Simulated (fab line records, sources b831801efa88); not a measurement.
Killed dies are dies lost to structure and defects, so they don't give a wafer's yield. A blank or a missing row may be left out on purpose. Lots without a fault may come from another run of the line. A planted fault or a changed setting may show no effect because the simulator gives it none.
Chamber matching | flow gf180mcu | GF_CONTACT_CMP_04 on cmp-02: 4 sister chambers
The step polishes SiO2. 20 wafers are shown with their chamber, then 10 later ones without.

WAFERS WITH THEIR CHAMBER
wafer  | chamber | motor_current_A (A) | time_to_endpoint_s (s) | slurry_flow_ml_min
L452.3 | 1       | 14.8                | 104                    | 149.9
L452.4 | 2       | 12.1                | 103                    | 150.5
L452.5 | 3       | 12.9                | 112                    | 150.3
L453.1 | 1       | 15.2                | 108                    | 149.7
L453.5 | 2       | 11.5                | 92                     | 150.8
L453.6 | 1       | 15.6                | 110                    | 149.6
L459.4 | 2       | 11.8                | 105                    | 149.5
L459.5 | 2       | 12.5                | 99                     | 150.0
L459.6 | 3       | 14.0                | 116                    | 151.4
L460.1 | 1       | 14.8                | 112                    | 150.5
L460.2 | 3       | 13.1                | 108                    | 150.5
L460.5 | 2       | 11.8                | 98                     | 149.7
L461.1 | 3       | 13.8                | 117                    | 149.9
L461.3 | 0       | 10.7                | 99                     | 150.7
L461.6 | 1       | 15.4                | 112                    | 150.0
L470.3 | 0       | 10.6                | 99                     | 149.4
L470.4 | 1       | 15.6                | 106                    | 149.9
L470.6 | 2       | 11.8                | 96                     | 150.4
L471.3 | 3       | 13.1                | 111                    | 150.3
L471.4 | 1       | 15.0                | 110                    | 150.1

SIGNATURES (means of the wafers above)
reading            | chamber 0 | chamber 1 | chamber 2 | chamber 3 | scatter within a chamber
motor_current_A    | 10.650    | 15.200    | 11.917    | 13.380    | 0.376
time_to_endpoint_s | 99.00     | 108.86    | 98.83     | 112.80    | 3.71
slurry_flow_ml_min | 150.050   | 149.957   | 150.150   | 150.480   | 0.491
Rule: a wafer's distance from a chamber is the root of the sum, over the readings, of the square of ((its reading less the chamber's mean) divided by the reading's scatter). The wafer belongs to the nearest chamber; if the next one is less than 2 further off, it can't be placed. The scatter: the root of (the sum of the squares of (reading less its chamber's mean) over the shown wafers, divided by (wafers less chambers)).

WAFERS WITHOUT THEIR CHAMBER
wafer  | motor_current_A (A) | time_to_endpoint_s (s) | slurry_flow_ml_min
L471.6 | 15.0                | 107                    | 150.4
L472.3 | 14.2                | 120                    | 149.8
L472.4 | 11.7                | 104                    | 149.5
L472.5 | 14.7                | 130                    | 150.7
L473.2 | 10.7                | 111                    | 149.3
L473.3 | 15.2                | 108                    | 150.0
L473.6 | 10.4                | 118                    | 150.4
L474.2 | 12.5                | 109                    | 149.6
L474.4 | 14.9                | 123                    | 150.1
L474.6 | 15.1                | 110                    | 149.8

WHICH CHAMBER EACH WENT THROUGH
wafer  | from the rows above     | in truth
L471.6 | 1                       | 1
L472.3 | can't be placed: 3 or 1 | 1
L472.4 | can't be placed: 2 or 0 | 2
L472.5 | can't be placed: 3 or 1 | 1
L473.2 | can't be placed: 0 or 2 | 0
L473.3 | 1                       | 1
L473.6 | can't be placed: 0 or 2 | 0
L474.2 | can't be placed: 3 or 2 | 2
L474.4 | can't be placed: 1 or 3 | 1
L474.6 | 1                       | 1
Placed correctly: 3 of 10. Can't be placed from these rows: 7 (the true chamber is among the candidates in 7). Placed wrongly: 0.
